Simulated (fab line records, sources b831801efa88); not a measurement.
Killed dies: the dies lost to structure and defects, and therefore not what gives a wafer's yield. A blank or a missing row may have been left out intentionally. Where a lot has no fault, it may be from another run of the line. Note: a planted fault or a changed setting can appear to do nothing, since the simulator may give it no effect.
One fault through the eyes of 2 desks -- flow sky130 -- each desk has only its own numbers; what lay behind them comes last

THE TOOL OWNER'S DESK: lpcvd-02
The tool's own readings at SKY_SONOS_ONO_CVD_02 (deposits Si3N4 from DCS/NH3, target thk 10.5 nm, time 180 s): means of the sampled wafers that have a number, for each lot that ran on this tool. Marked OUT: a lot whose mean sits more than 4 standard deviations from the usual mean, which makes it out of limits; the brackets give that distance.
Columns: A = spikeTcCentreC at SKY_SONOS_ONO_CVD_02, usual 770.5 C; B = spikeTcLowerC at SKY_SONOS_ONO_CVD_02, usual 770.0 C; C = zonePowerBottomPct at SKY_SONOS_ONO_CVD_02, usual 21.2 %; D = zonePowerCentrePct at SKY_SONOS_ONO_CVD_02, usual 13.1 %; E = zonePowerLowerPct at SKY_SONOS_ONO_CVD_02, usual 12.73 %; F = zonePowerUpperPct at SKY_SONOS_ONO_CVD_02, usual 14.15 %
lot,first seen here,A,B,C,D,E,F
L901,day 11 11:54,770.3,770.2,20.7,15.1,12.90,13.90
L903,day 12 02:13,770.0,770.9,20.9,15.0,12.98,14.00
L904,day 12 06:24,771.0,770.0,21.5,12.2,12.56,14.29
L905,day 12 20:39,770.0,770.8,20.6,15.0,12.96,13.88
L906,day 13 05:32,771.2,769.7,21.4,12.2,12.64,14.24
L910,day 14 19:58,771.7,770.2,21.3,12.4,12.65,14.26
L913,day 15 20:02,770.7,769.8,21.3,12.1,12.64,14.38
L914,day 16 05:26,771.6,769.7,21.2,12.3,12.62,14.17
L915,day 16 06:29,770.5,770.4,21.3,12.3,12.58,14.23
L916,day 16 14:00,789.5 (+16) OUT,768.5,20.9,21.0 (+6.1) OUT,10.31 (-12) OUT,11.08 (-14) OUT
L917,day 17 01:30,790.5 (+17) OUT,766.7,21.6,17.0,9.97 (-14) OUT,11.29 (-13) OUT
L918,day 17 07:27,791.9 (+18) OUT,767.3,21.7,17.0,10.02 (-14) OUT,11.18 (-14) OUT
This desk's verdict: out of limits on L916, L917, L918, starting with L916 at day 16 14:00 (spikeTcCentreC at SKY_SONOS_ONO_CVD_02). In limits: L901, L903, L904, L905, L906, L910, L913, L914, L915.

FROM THE METROLOGY DESK
Means of the sampled wafers that have a number, per lot and without regard to the tool the lot ran on: this is what the gauges read. Marked OUT: a lot whose mean sits more than 4 standard deviations from the usual mean, which makes it out of limits; the brackets give that distance.
Columns: A = INCOMING_BOW at SKY_FIELD_ISO_BOW_MEAS_00, usual 1 um; B = NWELL_2_TW at SKY_NWELL_TW_MEAS_26, usual 492.6; C = SONOS_ONO_CVD_02_THK at SKY_SONOS_ONO_THK_MEAS_03, usual 10.55 nm
lot,first seen here,A,B,C
L901,day 1 10:00,3,494.6,10.36
L903,day 1 20:00,0,495.5,10.63
L904,day 2 01:00,0,493.0,10.55
L905,day 2 06:04,1,491.7,10.60
L906,day 2 11:00,4,491.8,10.25
L910,day 3 07:00,6,494.5,10.57
L913,day 3 22:00,6,489.2,10.56
L914,day 4 03:00,-2,493.5,10.58
L915,day 4 08:00,-0,490.5,10.42
L916,day 4 13:00,-2,492.7,11.28 (+5.6) OUT
L917,day 4 18:00,1,489.2,10.94
L918,day 4 23:01,-1,489.5,11.41 (+6.6) OUT
This desk's finding: out of limits on L916, L918; first on L916, day 16 15:03 (SONOS_ONO_CVD_02_THK at SKY_SONOS_ONO_THK_MEAS_03). In limits: L901, L903, L904, L905, L906, L910, L913, L914, L915, L917.

ALL TOGETHER
On L916, L917, L918, at day 16 14:00, an alarm was possible from the tool owner's desk.
At day 16 15:03 the metrology desk could have sounded an alarm, on L916, L918.
The metrology desk has L917 on record, within its limits.
Of the lots named, all ran SKY_SONOS_ONO_CVD_02 on lpcvd-02.

WHAT WAS PUT IN BY THE SIMULATOR
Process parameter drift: lpcvd-02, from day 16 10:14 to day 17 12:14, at SKY_SONOS_ONO_CVD_02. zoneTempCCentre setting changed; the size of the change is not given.
Lots struck among those shown: L916, L917, L918.
Fault start to first reading out of limits, in hours, per desk: tool owner, 4; metrology, 5.
